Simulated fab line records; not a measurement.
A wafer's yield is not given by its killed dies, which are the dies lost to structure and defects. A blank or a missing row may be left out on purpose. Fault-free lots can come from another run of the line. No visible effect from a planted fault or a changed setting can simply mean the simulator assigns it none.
Which tool did it? -- flow sky130 -- 11 lots with 33 wafers sampled at 3 steps, on a route of 708 steps

== WHAT THE GAUGES READ, wafer by wafer ==
SKY_SONOS_ONO_CD_MEAS_13: the cd target is 410 nm.
lot,measured,on,cd_nm (nm)
L140,day 13 06:43,cd_sem-01,409.4 411.2 409.6
L139,day 13 07:17,cd_sem-01,410.0 406.0 410.6
L143,day 15 03:11,cd_sem-02,407.5 410.8 409.1
L144,day 15 04:38,cd_sem-02,405.5 405.9 406.2
L146,day 15 12:53,cd_sem-02,410.6 411.7 408.7
L147,day 15 18:05,cd_sem-02,409.0 410.9 412.4
L148,day 16 04:05,cd_sem-01,411.3 408.9 409.6
L150,day 16 19:01,cd_sem-02,409.9 410.1 408.8
L157,day 19 11:50,cd_sem-02,408.1 407.1 410.1
L159,day 20 00:34,cd_sem-02,413.3 410.9 413.4
L160,day 20 10:31,cd_sem-02,410.7 410.7 411.2

SKY_GATE_OXIDE_TW_MEAS_14.
lot,measured,on,GATE_OXIDE_TW
L140,day 14 08:14,film_metro-03,222.5 221.7 222.6
L139,day 14 09:32,film_metro-02,225.7 226.6 226.6
L143,day 16 09:26,film_metro-02,224.9 225.3 225.1
L144,day 16 10:58,film_metro-02,225.8 225.6 225.4
L146,day 16 18:47,film_metro-03,223.3 222.2 224.3
L147,day 17 00:37,film_metro-02,225.5 225.2 225.2
L148,day 17 10:50,film_metro-01,225.8 224.5 223.5
L150,day 18 03:35,film_metro-02,225.1 223.9 226.4
L157,day 20 21:02,film_metro-01,224.8 224.8 227.3
L159,day 21 09:31,film_metro-02,226.1 223.0 223.6
L160,day 21 20:07,film_metro-01,225.4 226.3 225.8

SKY_RES_PROTECT_TW_MEAS_08.
lot,measured,on,POLY_GATE_TW
L140,day 15 14:35,film_metro-01,4024 4002 4016
L139,day 15 15:34,film_metro-04,4086 4088 4075
L143,day 17 19:17,film_metro-01,4037 4038 4013
L144,day 17 18:59,film_metro-03,3991 4002 4006
L146,day 18 04:36,film_metro-01,4060 4030 4059
L147,day 18 11:43,film_metro-04,4096 4075 4079
L148,day 18 19:29,film_metro-03,4005 3984 4006
L150,day 19 15:51,film_metro-04,4101 4092 4101
L157,day 22 06:39,film_metro-03,4013 4005 4035
L159,day 22 19:24,film_metro-01,4054 4065 4067
L160,day 23 06:31,film_metro-04,4085 4093 4094

== TOOL THAT RAN EACH LOT (tool first, then ch and the chambers of the sampled wafers, then the start) ==
No process step before these readings appears in the record.

== WHAT THE TOOLS THEMSELVES READ (means of the sampled wafers that have a number; where no wafer has one, the mark that the record gives instead) ==
The record holds no such reading with a usual standard deviation.

== THE ANSWER, worked out from the rows above alone ==
Rule: what is usual is taken from the lots themselves. The widest of any qualifying gaps counts: lots, ordered by their means at a reading, are off when they make up no more than a third of the lots, leave a main group of 4 or more, and stand apart from it by 3 or more times the standard deviation of that group's means. A main group is skipped when, at the precision printed for the reading in the tables above, its means are all equal. Also off: a lot with no number at a reading for which 4 or more lots have one. The other lots that the step has rows for count as sound. First the gauges in route order, then the tools' own readings, where a lot's mean is used as printed above. At the first step where some lot is off, the reading lying furthest off is the one used; lots without a number count as furthest.
No lot is off on any of the readings shown, so nothing can be concluded from this.

== WHAT THE SIMULATOR PUT IN ==
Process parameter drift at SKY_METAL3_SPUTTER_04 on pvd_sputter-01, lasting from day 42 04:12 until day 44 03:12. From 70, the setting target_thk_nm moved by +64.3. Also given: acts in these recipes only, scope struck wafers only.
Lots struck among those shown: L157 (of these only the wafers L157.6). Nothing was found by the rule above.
